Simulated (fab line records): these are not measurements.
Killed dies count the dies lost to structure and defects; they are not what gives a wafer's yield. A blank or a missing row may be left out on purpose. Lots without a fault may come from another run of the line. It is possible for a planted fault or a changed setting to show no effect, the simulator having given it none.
Problem report in the 8D (eight disciplines) form, filled by code -- flow gf180mcu -- the parts of the form that need people (team, actions taken, sign-off) are left out

1. THE PROBLEM
Wafers free of any fault read 0.327 ohm/sq (standard deviation 0.0038) for V1_W_RS at GF_V1_RS_MEAS_24, against a mean of 0.217 ohm/sq on 3 wafers of 2 lots. Measured from the usual mean, that is -29 standard deviations.
The step: measures by four-point-probe.
First seen on wafer L592.1, day 22 18:03, on film metro-03. At this step, 30 wafers from 10 lots have a number in the record. Rule for "out" (also "out of limits"): further than 4 standard deviations from the usual mean. Any other wafer with a number is counted as sound.

2. WHAT IT IS; WHAT IT IS NOT
question,is,is not
which readings at this step,V1_W_RS,-
which lots,"L592, L593","L581, L582, L585, L586, L600, L601, L603, L604"
which wafers of those lots,"L592.1, L592.3, L593.3","L592.6, L593.5, L593.6"
read on which gauges,"film metro-03, film metro-04",film metro-01
when,from day 22 18:03,"up to then (13 sound wafers); but 14 sound wafers of L593, L600, L601, L603, L604 came after"

3. WHAT RULES OUT EACH SUSPECT
Counting: if a tool at a process step up to the reading ran every lot that is out, it stays a suspect. Sound lots after the first of them don't rule it out here, since some wafers of a struck lot are sound.
- the gauge at GF_V1_RS_MEAS_24: ruled out. Those wafers that are out were read across 2 gauges (film metro-03, film metro-04).
- cvd w-02 at GF_V1_CVD_23 (deposits W, target thk 350 nm, time 105.05 s): kept. It ran every lot that is out, first L592 (day 22 17:56); its last sound lot up to then is L586 (day 19 22:25).
After counting, what remains is cvd w-02 at GF_V1_CVD_23.

4. THE CAUSE (what the simulator had put in)
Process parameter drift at GF_V1_CVD_23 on cvd w-02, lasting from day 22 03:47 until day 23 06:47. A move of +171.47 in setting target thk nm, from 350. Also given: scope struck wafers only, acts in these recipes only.
Only this tool survived the counting.

5. THE EFFECT CHAIN, in route order
One row per reading whose mean, taken over the struck wafers that have a number, lies over 3 standard deviations from the usual. Only readings for which the record gives a usual standard deviation are gone through. hours: the time from each lot's start at the first step in this table that gives one to its start at this step, as a median over the lots. sigmas: the change in usual standard deviations.
hours,step,reading,usual,on struck wafers,change,sigmas
0,GF_V1_RS_MEAS_24,V1_W_RS,0.327 ohm/sq,0.217,-0.110,-29
0,GF_V1_THK_MEAS_25,V1_W_THK,357 nm,537,+180,+29
0,GF_V1_CMP_26,time to endpoint s,84 s,128,+44,+7.2
Process steps it contains:
- GF_V1_CMP_26: polishes, stops on SiO2, t overpolish 15 s, target thk 0 nm.

6. HOW IT WOULD HAVE BEEN CAUGHT EARLIER
The first out-of-limits reading at a measuring or inspecting step in this record came at day 22 18:03, 14 hours after the fault's start at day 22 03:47.
Tool readings at GF_V1_CVD_23 with a usual standard deviation given in the record: none out on any struck wafer, hence no alarm at a limit of 4 standard deviations on them.
Lots out: 2; of these, L593 started GF_V1_CVD_23 on cvd w-02 after day 22 18:03. A tool hold placed at that time would have kept it from harm.
